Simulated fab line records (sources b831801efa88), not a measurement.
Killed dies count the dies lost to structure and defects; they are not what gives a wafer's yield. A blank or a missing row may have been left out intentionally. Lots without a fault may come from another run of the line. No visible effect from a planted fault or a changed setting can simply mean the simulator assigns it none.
Matching of chambers / flow sky130 / SKY_VIA1_CMP_24 on cmp-02 has 4 sister chambers
The step polishes, stops on SiO2, t overpolish 15 s, target thk 0 nm. 14 wafers are shown with their chamber, then 7 later ones without.

== WAFERS PAIRED WITH THEIR CHAMBERS ==
wafer=L805.2; chamber=2; motor_current_A (A)=9.9; overpolish_run_s (s)=14.989; time_to_endpoint_s (s)=62
wafer=L805.3; chamber=0; motor_current_A (A)=11.4; overpolish_run_s (s)=15.001; time_to_endpoint_s (s)=62
wafer=L805.4; chamber=1; motor_current_A (A)=10.1; overpolish_run_s (s)=15.003; time_to_endpoint_s (s)=61
wafer=L812.2; chamber=0; motor_current_A (A)=11.8; overpolish_run_s (s)=14.999; time_to_endpoint_s (s)=63
wafer=L812.5; chamber=3; motor_current_A (A)=10.4; overpolish_run_s (s)=14.999; time_to_endpoint_s (s)=60
wafer=L812.6; chamber=0; motor_current_A (A)=11.6; overpolish_run_s (s)=15.002; time_to_endpoint_s (s)=64
wafer=L818.2; chamber=0; motor_current_A (A)=12.0; overpolish_run_s (s)=14.997; time_to_endpoint_s (s)=61
wafer=L818.4; chamber=2; motor_current_A (A)=9.0; overpolish_run_s (s)=15.004; time_to_endpoint_s (s)=58
wafer=L818.6; chamber=2; motor_current_A (A)=9.7; overpolish_run_s (s)=14.990; time_to_endpoint_s (s)=64
wafer=L821.4; chamber=2; motor_current_A (A)=9.9; overpolish_run_s (s)=15.005; time_to_endpoint_s (s)=61
wafer=L821.5; chamber=1; motor_current_A (A)=9.3; overpolish_run_s (s)=15.005; time_to_endpoint_s (s)=59
wafer=L821.6; chamber=2; motor_current_A (A)=9.7; overpolish_run_s (s)=14.991; time_to_endpoint_s (s)=60
wafer=L822.3; chamber=1; motor_current_A (A)=10.4; overpolish_run_s (s)=15.014; time_to_endpoint_s (s)=63
wafer=L822.4; chamber=2; motor_current_A (A)=9.8; overpolish_run_s (s)=15.004; time_to_endpoint_s (s)=62

SIGNATURES (averages over the wafers above)
reading=motor_current_A; chamber 0=11.700; chamber 1=9.933; chamber 2=9.667; chamber 3=10.400; scatter within a chamber=0.377
reading=overpolish_run_s; chamber 0=14.99975; chamber 1=15.00733; chamber 2=14.99717; chamber 3=14.99900; scatter within a chamber=0.00628
reading=time_to_endpoint_s; chamber 0=62.50; chamber 1=61.00; chamber 2=61.17; chamber 3=60.00; scatter within a chamber=1.84
Rule: a wafer's distance from a chamber is the root of the sum, over the readings, of the square of ((its reading less the chamber's mean) divided by the reading's scatter). The wafer belongs to the nearest chamber; if the next one is less than 2 further off, it can't be placed. The scatter: the root of (the sum of the squares of (reading less its chamber's mean) over the shown wafers, divided by (wafers less chambers)).

== WAFERS WITH NO CHAMBER GIVEN ==
wafer=L822.5; motor_current_A (A)=11.5; overpolish_run_s (s)=14.989; time_to_endpoint_s (s)=60
wafer=L826.1; motor_current_A (A)=9.7; overpolish_run_s (s)=14.995; time_to_endpoint_s (s)=63
wafer=L826.5; motor_current_A (A)=11.5; overpolish_run_s (s)=14.990; time_to_endpoint_s (s)=62
wafer=L826.6; motor_current_A (A)=10.1; overpolish_run_s (s)=15.006; time_to_endpoint_s (s)=63
wafer=L828.1; motor_current_A (A)=9.7; overpolish_run_s (s)=14.974; time_to_endpoint_s (s)=60
wafer=L828.5; motor_current_A (A)=10.9; overpolish_run_s (s)=15.006; time_to_endpoint_s (s)=62
wafer=L828.6; motor_current_A (A)=9.6; overpolish_run_s (s)=14.987; time_to_endpoint_s (s)=56

== THE CHAMBER EACH PASSED THROUGH ==
wafer=L822.5; from the rows above=can't be placed: 0 or 3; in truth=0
wafer=L826.1; from the rows above=can't be placed: 2 or 1 or 3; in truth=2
wafer=L826.5; from the rows above=can't be placed: 0 or 3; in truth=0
wafer=L826.6; from the rows above=can't be placed: 1 or 2 or 3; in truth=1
wafer=L828.1; from the rows above=can't be placed: 2 or 3 or 1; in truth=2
wafer=L828.5; from the rows above=can't be placed: 3 or 0 or 1 or 2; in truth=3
wafer=L828.6; from the rows above=can't be placed: 2 or 3 or 1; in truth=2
Correctly placed: 0 of 7. From these rows, 7 cannot be placed; in 7 the true chamber is one of the candidates. Number placed wrongly: 0.
